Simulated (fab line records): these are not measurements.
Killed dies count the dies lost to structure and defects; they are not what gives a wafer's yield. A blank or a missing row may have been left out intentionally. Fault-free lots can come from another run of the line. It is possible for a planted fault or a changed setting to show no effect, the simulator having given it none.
Which tool was responsible? ; flow gf180mcu ; 72 wafers from 24 lots sampled at 5 of the route's 602 steps

WHAT THE GAUGES READ, wafer by wafer
GF_V3_THK_MEAS_01.
lot;measured;on;V3_CVD_00_THK (nm)
L074;day 21 04:16;film_metro-02;615 589 594
L075;day 21 09:34;film_metro-03;599 622 601
L076;day 22 01:54;film_metro-04;586 592 586
L077;day 22 15:03;film_metro-03;617 593 602
L078;day 22 20:44;film_metro-02;607 596 604
L079;day 23 04:48;film_metro-02;586 606 589
L080;day 23 15:38;film_metro-02;589 591 609
L081;day 24 01:08;film_metro-03;614 586 596
L082;day 24 16:52;film_metro-04;599 592 597
L083;day 25 13:28;film_metro-03;590 585 591
L084;day 25 15:31;film_metro-03;606 597 613
L086;day 25 21:55;film_metro-02;595 595 589
L085;day 26 04:46;film_metro-03;604 606 616
L087;day 26 12:28;film_metro-03;587 594 595
L088;day 26 14:13;film_metro-04;592 609 598
L089;day 26 19:01;film_metro-03;597 600 599
L090;day 26 23:10;film_metro-02;593 593 590
L091;day 27 03:25;film_metro-04;599 598 605
L092;day 27 12:50;film_metro-04;599 592 596
L093;day 27 19:30;film_metro-04;609 593 592
L094;day 28 02:16;film_metro-02;590 603 595
L095;day 28 10:38;film_metro-03;603 595 603
L096;day 28 18:16;film_metro-02;599 596 599
L097;day 28 23:13;film_metro-04;591 606 594

GF_V3_BOW_MEAS_05.
lot;measured;on;V3_BOW (um)
L074;day 21 04:46;film_metro-02;126 130 121
L075;day 21 10:04;film_metro-04;125 127 126
L076;day 22 02:23;film_metro-04;111 124 123
L077;day 22 15:32;film_metro-02;119 115 112
L078;day 22 21:14;film_metro-02;119 111 120
L079;day 23 05:17;film_metro-02;102 130 115
L080;day 23 16:08;film_metro-03;107 119 121
L081;day 24 01:39;film_metro-04;133 124 133
L082;day 24 17:22;film_metro-02;115 115 110
L083;day 25 13:57;film_metro-03;118 117 106
L084;day 25 16:01;film_metro-02;110 120 129
L086;day 25 22:26;film_metro-04;117 124 106
L085;day 26 05:15;film_metro-03;107 102 119
L087;day 26 12:57;film_metro-03;130 132 122
L088;day 26 14:43;film_metro-04;102 99 123
L089;day 26 19:30;film_metro-02;116 112 117
L090;day 26 23:40;film_metro-04;99 113 113
L091;day 27 03:55;film_metro-02;121 121 119
L092;day 27 13:20;film_metro-04;112 100 103
L093;day 27 20:00;film_metro-02;126 109 125
L094;day 28 02:45;film_metro-02;118 115 125
L095;day 28 11:07;film_metro-02;132 120 123
L096;day 28 18:46;film_metro-02;112 118 120
L097;day 28 23:43;film_metro-02;113 109 129

GF_V4_THK_MEAS_01.
lot;measured;on;V4_CVD_00_THK (nm)
L074;day 23 06:56;film_metro-03;601 609 602
L075;day 23 11:22;film_metro-03;598 599 610
L076;day 24 03:17;film_metro-03;599 599 598
L077;day 24 15:23;film_metro-01;598 599 605
L078;day 24 20:47;film_metro-01;600 603 607
L079;day 25 04:50;film_metro-01;603 598 602
L080;day 25 15:15;film_metro-03;598 613 598
L081;day 25 23:06;film_metro-03;604 603 602
L082;day 26 14:55;film_metro-01;604 608 605
L083;day 27 09:09;film_metro-04;611 597 607
L084;day 27 11:32;film_metro-04;614 603 608
L086;day 27 18:03;film_metro-01;589 598 602
L085;day 28 00:07;film_metro-04;601 588 605
L087;day 28 07:44;film_metro-01;614 600 608
L088;day 28 09:25;film_metro-04;608 610 605
L089;day 28 14:10;film_metro-03;592 607 609
L090;day 28 17:44;film_metro-03;616 602 608
L091;day 28 21:55;film_metro-04;603 599 598
L092;day 29 07:26;film_metro-03;608 601 603
L093;day 29 12:30;film_metro-03;592 598 606
L094;day 29 19:44;film_metro-04;607 605 605
L095;day 30 03:24;film_metro-03;601 611 606
L096;day 30 10:08;film_metro-01;597 613 587
L097;day 30 14:40;film_metro-01;606 612 602

TOOL THAT RAN EACH LOT (tool first, then ch and the chambers of the sampled wafers, then the start)
lot;GF_M4_SPUTTER_01;GF_M4_SPUTTER_02
L074;pvd_sputter-03, day 22 06:28;pvd_sputter-03, day 22 06:29
L075;pvd_sputter-03, day 22 11:29;pvd_sputter-03, day 22 11:31
L076;pvd_sputter-01, day 23 03:36;pvd_sputter-01, day 23 03:38
L077;pvd_sputter-02, day 23 15:41;pvd_sputter-02, day 23 15:43
L078;pvd_sputter-02, day 23 21:23;pvd_sputter-02, day 23 21:25
L079;pvd_sputter-02, day 24 05:58;pvd_sputter-02, day 24 06:00
L080;pvd_sputter-03, day 24 16:38;pvd_sputter-03, day 24 16:40
L081;pvd_sputter-02, day 25 01:19;pvd_sputter-02, day 25 01:21
L082;pvd_sputter-03, day 25 17:13;pvd_sputter-03, day 25 17:14
L083;pvd_sputter-02, day 26 12:05;pvd_sputter-02, day 26 12:07
L084;pvd_sputter-01, day 26 14:01;pvd_sputter-01, day 26 14:03
L086;pvd_sputter-03, day 26 21:37;pvd_sputter-03, day 26 21:39
L085;pvd_sputter-01, day 27 03:19;pvd_sputter-01, day 27 03:20
L087;pvd_sputter-02, day 27 10:42;pvd_sputter-02, day 27 10:44
L088;pvd_sputter-01, day 27 12:32;pvd_sputter-01, day 27 12:34
L089;pvd_sputter-03, day 27 17:19;pvd_sputter-03, day 27 17:20
L090;pvd_sputter-02, day 27 21:14;pvd_sputter-02, day 27 21:16
L091;pvd_sputter-02, day 28 01:49;pvd_sputter-02, day 28 01:51
L092;pvd_sputter-03, day 28 10:54;pvd_sputter-03, day 28 10:56
L093;pvd_sputter-02, day 28 17:05;pvd_sputter-02, day 28 17:07
L094;pvd_sputter-01, day 28 23:49;pvd_sputter-01, day 28 23:50
L095;pvd_sputter-01, day 29 07:55;pvd_sputter-01, day 29 07:56
L096;pvd_sputter-02, day 29 15:10;pvd_sputter-02, day 29 15:12
L097;pvd_sputter-01, day 29 19:58;pvd_sputter-01, day 29 20:00
- GF_M4_SPUTTER_01: material TiN, target thk 30 nm, time 25 s.
- GF_M4_SPUTTER_02: material AlCu, target thk 450 nm, time 23.9 s.

WHAT THE TOOLS THEMSELVES READ (means of the sampled wafers that have a number; where no wafer has one, the mark that the record gives instead)
GF_M4_SPUTTER_01.
lot;tool;throttle_valve_pct (%)
L074;pvd_sputter-03;29.2
L075;pvd_sputter-03;29.3
L076;pvd_sputter-01;29.8
L077;pvd_sputter-02;29.9
L078;pvd_sputter-02;29.6
L079;pvd_sputter-02;29.3
L080;pvd_sputter-03;29.2
L081;pvd_sputter-02;29.5
L082;pvd_sputter-03;29.2
L083;pvd_sputter-02;29.2
L084;pvd_sputter-01;28.0
L086;pvd_sputter-03;29.4
L085;pvd_sputter-01;29.0
L087;pvd_sputter-02;29.7
L088;pvd_sputter-01;27.9
L089;pvd_sputter-03;29.4
L090;pvd_sputter-02;29.8
L091;pvd_sputter-02;29.2
L092;pvd_sputter-03;29.0
L093;pvd_sputter-02;29.2
L094;pvd_sputter-01;28.5
L095;pvd_sputter-01;28.7
L096;pvd_sputter-02;29.5
L097;pvd_sputter-01;29.5

GF_M4_SPUTTER_02.
lot;tool;throttle_valve_pct (%)
L074;pvd_sputter-03;29.2
L075;pvd_sputter-03;29.5
L076;pvd_sputter-01;29.6
L077;pvd_sputter-02;30.2
L078;pvd_sputter-02;29.6
L079;pvd_sputter-02;29.1
L080;pvd_sputter-03;29.3
L081;pvd_sputter-02;29.8
L082;pvd_sputter-03;29.3
L083;pvd_sputter-02;29.1
L084;pvd_sputter-01;28.0
L086;pvd_sputter-03;29.3
L085;pvd_sputter-01;29.1
L087;pvd_sputter-02;29.8
L088;pvd_sputter-01;27.7
L089;pvd_sputter-03;29.4
L090;pvd_sputter-02;29.9
L091;pvd_sputter-02;29.3
L092;pvd_sputter-03;28.9
L093;pvd_sputter-02;29.3
L094;pvd_sputter-01;28.8
L095;pvd_sputter-01;28.9
L096;pvd_sputter-02;29.7
L097;pvd_sputter-01;29.2

THE ANSWER, worked out from the rows above alone
Rule: the lots themselves supply what counts as usual. The widest of any qualifying gaps counts: lots, ordered by their means at a reading, are off when they make up no more than a third of the lots, leave a main group of 4 or more, and stand apart from it by 3 or more times the standard deviation of that group's means. If all means in a main group match to the digits the tables above print for the reading, that group is not used. A lot without any number at a reading at which 4 lots or more have one is off too. Any other lot the step has rows for is counted as sound. The gauges are gone through in route order, then the tools' own readings, and for those a lot's mean is taken as printed above. The first step at which some lot is off is used, and at that step the reading that is off furthest; a lot without a number counts as furthest.
No lot is off on any of the readings shown, so nothing can be concluded from this.

WHAT THE SIMULATOR PUT IN
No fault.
